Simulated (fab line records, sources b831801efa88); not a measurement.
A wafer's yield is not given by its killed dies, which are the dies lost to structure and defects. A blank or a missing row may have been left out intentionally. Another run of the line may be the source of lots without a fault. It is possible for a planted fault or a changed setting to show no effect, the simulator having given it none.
Comparing a struck lot with a sound one	flow gf180mcu	14 out of 602 route steps
Sound: wafers L362.2, L362.4, L362.5. Struck: wafers L369.1, L369.2, L369.4. Last of all comes the cause.
Per side, at each step with rows, come the tool, then ch with its chambers, and then its first start. Under that, the readings that differ: sound wafers	struck wafers	difference of the means	sigmas: that difference in standard deviations of wafers without a fault.
alike: same words and numbers on both sides, and readings whose means sit less than 2 such deviations apart. not compared: any withheld reading, any reading some wafer has no value for, any bound like >300 that may hide the same value, and any number with overlapping values for which the record gives no deviation.
A row with sigmas, a row that says differs or no value, or rows on one side alone: a step with any of these is where the two part. When numbers do not overlap yet have no deviation, they are printed without sigmas and do not part them. A reading that every wafer of one side lacks parts them only if that side has two wafers or more.

GF_MIM_SPUTTER_04: material TiN, target thk 50 nm, time 41.7 s.
  sound on pvd-sputter-04 at day 25 19:27; struck on pvd-sputter-02 at day 28 07:02
  alike: throttle-valve-pct
GF_MIM_CVD_05: deposits Si3N4, target thk 42 nm, time 29.086 s.
  sound on pecvd-01 ch 1,2, day 25 19:29; struck on pecvd-01 ch 0,1, day 28 07:05
  alike: heater-power-w
  not compared: since-wet-clean-h
GF_MIM_THK_MEAS_06:
  sound on film-metro-01 at day 25 19:32; struck on film-metro-02 at day 28 07:07
  alike: MIM_CVD_05_THK
GF_MIM_SPUTTER_07: material TiN, target thk 60 nm, time 50 s.
  sound on pvd-sputter-02 at day 25 19:35; struck on pvd-sputter-04 at day 28 07:10
  alike: throttle-valve-pct
GF_MIM_SPUTTER_08: material AlCu, target thk 200 nm, time 10.6 s.
  sound on pvd-sputter-02 at day 25 19:38; struck on pvd-sputter-04 at day 28 07:13
  alike: throttle-valve-pct
GF_MIM_SPUTTER_09: material TiN, target thk 35 nm, time 29.2 s.
  sound on pvd-sputter-02 at day 25 19:39; struck on pvd-sputter-04 at day 28 07:14
  alike: throttle-valve-pct
GF_MIM_RS_MEAS_10: the measuring method here is four-point-probe.
  sound on film-metro-01 at day 25 19:42; struck on film-metro-01 at day 28 07:16
  alike: MIM_ALCU_RS
GF_MIM_THK_MEAS_11: measures by xrf.
  sound on film-metro-01 at day 25 19:49; struck on film-metro-01 at day 28 07:23
  alike: MIM_ALCU_THK
then, 4 steps without rows for these wafers: GF_MIM_DEHYDRATE_12 (time 60 s); GF_MIM_HMDS_13 (prime time 60 s); GF_MIM_COAT_14 (resist thk 1000 nm); GF_MIM_SOFTBAKE_15 (time 60 s).
GF_MIM_EXPOSE_16: exposes mask FuseTop, target cd 2000 nm.
  struck on iline-stepper-01, day 28 16:23; sound on iline-stepper-01 ch 0, day 26 06:28
  no value came back on the struck wafers for exposure-dose-mJ-cm2, focus-offset-nm (nm); on the sound wafers exposure-dose-mJ-cm2 reads 140.03 139.97 140.05
  alike: mask
after that, 1 step had no rows for these wafers: GF_MIM_PEB_17.

WHERE THEY PART
Within this record, at GF_MIM_EXPOSE_16 only.

WHY: what had been put in by the simulator
Beginning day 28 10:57, the whole step at GF_MIM_EXPOSE_16 was skipped on iline-stepper-01. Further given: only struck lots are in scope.
